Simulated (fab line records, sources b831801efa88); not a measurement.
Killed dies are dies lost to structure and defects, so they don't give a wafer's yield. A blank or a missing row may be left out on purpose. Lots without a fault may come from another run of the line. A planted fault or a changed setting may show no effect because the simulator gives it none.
Which tool did it? | flow sfq_line | 14 lots, 42 wafers sampled, at 2 steps of a route of 325

WHAT THE GAUGES READ, wafer by wafer
SFQ_M0_RS_MEAS_904: measures by four-point-probe. Usual: M0_NB_RS 0.892 ohm/sq, standard deviation 0.0097.
lot  | measured     | on            | M0_NB_RS (ohm/sq) | flag
L588 | day 7 12:48  | film_metro-03 | 0.893 0.887 0.897 |
L590 | day 8 09:12  | film_metro-04 | 0.875 0.864 0.876 |
L593 | day 9 15:44  | film_metro-04 | 0.876 0.888 0.900 |
L597 | day 10 18:07 | film_metro-03 | 0.887 0.883 0.888 |
L598 | day 11 02:28 | film_metro-03 | 0.887 0.886 0.881 |
L599 | day 11 09:40 | film_metro-03 | 0.504 0.890 0.905 | OFF
L600 | day 11 18:04 | film_metro-04 | 0.894 0.503 0.906 | OFF
L603 | day 12 07:16 | film_metro-04 | 0.878 0.889 0.878 |
L605 | day 12 19:16 | film_metro-04 | 0.899 0.894 0.898 |
L607 | day 13 13:16 | film_metro-04 | 0.888 0.885 0.900 |
L608 | day 14 07:26 | film_metro-03 | 0.893 0.910 0.897 |
L609 | day 14 14:37 | film_metro-01 | 0.882 0.880 0.888 |
L610 | day 15 00:23 | film_metro-03 | 0.890 0.901 0.887 |
L611 | day 15 07:25 | film_metro-01 | 0.899 0.888 0.897 |

WHICH TOOL RAN EACH LOT (tool, then ch and the chambers of the sampled wafers, then the start)
lot  | SFQ_TRILAYER_M0_DEP_SPUTTER_019
L588 | pvd_sputter-04, day 7 12:42
L590 | pvd_sputter-04, day 8 09:06
L593 | pvd_sputter-06, day 9 15:35
L597 | pvd_sputter-03, day 10 18:01
L598 | pvd_sputter-03, day 11 02:23
L599 | pvd_sputter-06, day 11 09:35
L600 | pvd_sputter-06, day 11 17:59
L603 | pvd_sputter-03, day 12 07:11
L605 | pvd_sputter-03, day 12 19:11
L607 | pvd_sputter-04, day 13 13:11
L608 | pvd_sputter-04, day 14 07:18
L609 | pvd_sputter-04, day 14 14:30
L610 | pvd_sputter-04, day 15 00:18
L611 | pvd_sputter-06, day 15 07:18
- SFQ_TRILAYER_M0_DEP_SPUTTER_019: material Nb, target thk 200 nm, time 133.3 s.

WHAT THE TOOLS THEMSELVES READ (means of the sampled wafers that have a number; where no wafer has one, the mark that the record gives instead)
SFQ_TRILAYER_M0_DEP_SPUTTER_019. Usual: resputter_cathode_voltage_v 400 V, standard deviation 4.2; throttle_valve_pct 30.2 %, standard deviation 0.92.
lot  | tool           | resputter_cathode_voltage_v (V) | throttle_valve_pct (%) | flag
L588 | pvd_sputter-04 | 399                             | 30.0                   |
L590 | pvd_sputter-04 | 402                             | 29.5                   |
L593 | pvd_sputter-06 | 400                             | 31.3                   |
L597 | pvd_sputter-03 | 395                             | 30.7                   |
L598 | pvd_sputter-03 | 400                             | 30.7                   |
L599 | pvd_sputter-06 | 404                             | 31.3                   |
L600 | pvd_sputter-06 | 401                             | 31.2                   |
L603 | pvd_sputter-03 | 405                             | 30.3                   |
L605 | pvd_sputter-03 | 399                             | 30.7                   |
L607 | pvd_sputter-04 | 397                             | 29.9                   |
L608 | pvd_sputter-04 | 404                             | 29.9                   |
L609 | pvd_sputter-04 | 400                             | 29.9                   |
L610 | pvd_sputter-04 | 400                             | 30.0                   |
L611 | pvd_sputter-06 | 400                             | 31.0                   |

THE ANSWER, worked out from the rows above alone
Rule: a lot is off if the mean of its wafers that have a number lies more than 3 standard deviations from the usual mean. A lot without any number at a reading at which 4 lots or more have one is off too. The other lots that the step has rows for count as sound. The gauges are gone through in route order, then the tools' own readings, and for those a lot's mean is taken as printed above. The first step at which some lot is off is used, and at that step the reading that is off furthest; a lot without a number counts as furthest.
Off: L599, L600, at SFQ_M0_RS_MEAS_904 (M0_NB_RS).
A tool fits if, at a process step before that reading, it ran every lot that is off, and no sound lot after the first of them. The gauges at SFQ_M0_RS_MEAS_904 are tried like those tools. None of those tried fits.

WHAT THE SIMULATOR HAD PUT IN
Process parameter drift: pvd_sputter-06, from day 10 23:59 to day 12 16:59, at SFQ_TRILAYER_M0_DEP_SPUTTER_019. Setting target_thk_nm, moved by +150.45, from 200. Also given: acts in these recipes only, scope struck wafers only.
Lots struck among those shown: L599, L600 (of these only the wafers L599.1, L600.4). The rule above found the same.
